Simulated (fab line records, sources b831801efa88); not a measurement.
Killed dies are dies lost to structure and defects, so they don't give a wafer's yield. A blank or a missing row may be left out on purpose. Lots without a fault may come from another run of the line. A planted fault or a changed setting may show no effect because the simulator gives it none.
Chamber matching | flow sfq_line | SFQ_TRILAYER_I0_VIA_BARC_OPEN_VIA_ETCH_046 on rie_diel-01: 4 sister chambers
The step etches BARC in O2, target depth 125 nm, time 41.7 s. 14 wafers are shown with their chamber, then 6 later ones without.

WAFERS WITH THEIR CHAMBER
wafer  | chamber | drypump_motor_current_A (A) | oes_product_au (a.u.) | chamber_pressure_mTorr (mTorr)
L252.1 | 2       | 6.0                         | 0.682                 | 29.98
L252.6 | 3       | 5.2                         | 0.679                 | 29.96
L254.2 | 0       | 5.8                         | 0.690                 | 29.97
L254.4 | 2       | 6.0                         | 0.687                 | 30.02
L254.6 | 3       | 5.2                         | 0.688                 | 30.00
L255.2 | 1       | 5.8                         | 0.688                 | 29.95
L255.5 | 1       | 5.9                         | 0.683                 | 30.01
L255.6 | 0       | 5.8                         | 0.686                 | 29.99
L256.1 | 3       | 5.2                         | 0.689                 | 30.02
L256.5 | 3       | 5.2                         | 0.681                 | 30.00
L256.6 | 2       | 6.0                         | 0.690                 | 29.99
L269.1 | 3       | 5.2                         | 0.683                 | 30.00
L269.3 | 1       | 5.8                         | 0.680                 | 30.04
L269.4 | 3       | 5.2                         | 0.686                 | 30.02

SIGNATURES (means of the wafers above)
reading                 | chamber 0 | chamber 1 | chamber 2 | chamber 3 | scatter within a chamber
drypump_motor_current_A | 5.800     | 5.833     | 6.000     | 5.200     | 0.0258
oes_product_au          | 0.68800   | 0.68367   | 0.68633   | 0.68433   | 0.00391
chamber_pressure_mTorr  | 29.9800   | 30.0000   | 29.9967   | 30.0000   | 0.0277
Rule: a wafer's distance from a chamber is the root of the sum, over the readings, of the square of ((its reading less the chamber's mean) divided by the reading's scatter). The wafer belongs to the nearest chamber; if the next one is less than 2 further off, it can't be placed. The scatter: the root of (the sum of the squares of (reading less its chamber's mean) over the shown wafers, divided by (wafers less chambers)).

WAFERS WITHOUT THEIR CHAMBER
wafer  | drypump_motor_current_A (A) | oes_product_au (a.u.) | chamber_pressure_mTorr (mTorr)
L272.2 | 5.8                         | 0.681                 | 29.95
L272.3 | 5.8                         | 0.684                 | 29.97
L272.4 | 6.0                         | 0.686                 | 29.93
L274.1 | 6.0                         | 0.689                 | 29.99
L274.3 | 5.8                         | 0.679                 | 30.01
L274.6 | 5.2                         | 0.683                 | 30.01

WHICH CHAMBER EACH WENT THROUGH
wafer  | from the rows above     | in truth
L272.2 | can't be placed: 0 or 1 | 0
L272.3 | can't be placed: 0 or 1 | 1
L272.4 | 2                       | 2
L274.1 | 2                       | 2
L274.3 | can't be placed: 1 or 0 | 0
L274.6 | 3                       | 3
Placed correctly: 3 of 6. Can't be placed from these rows: 3 (the true chamber is among the candidates in 3). Placed wrongly: 0.
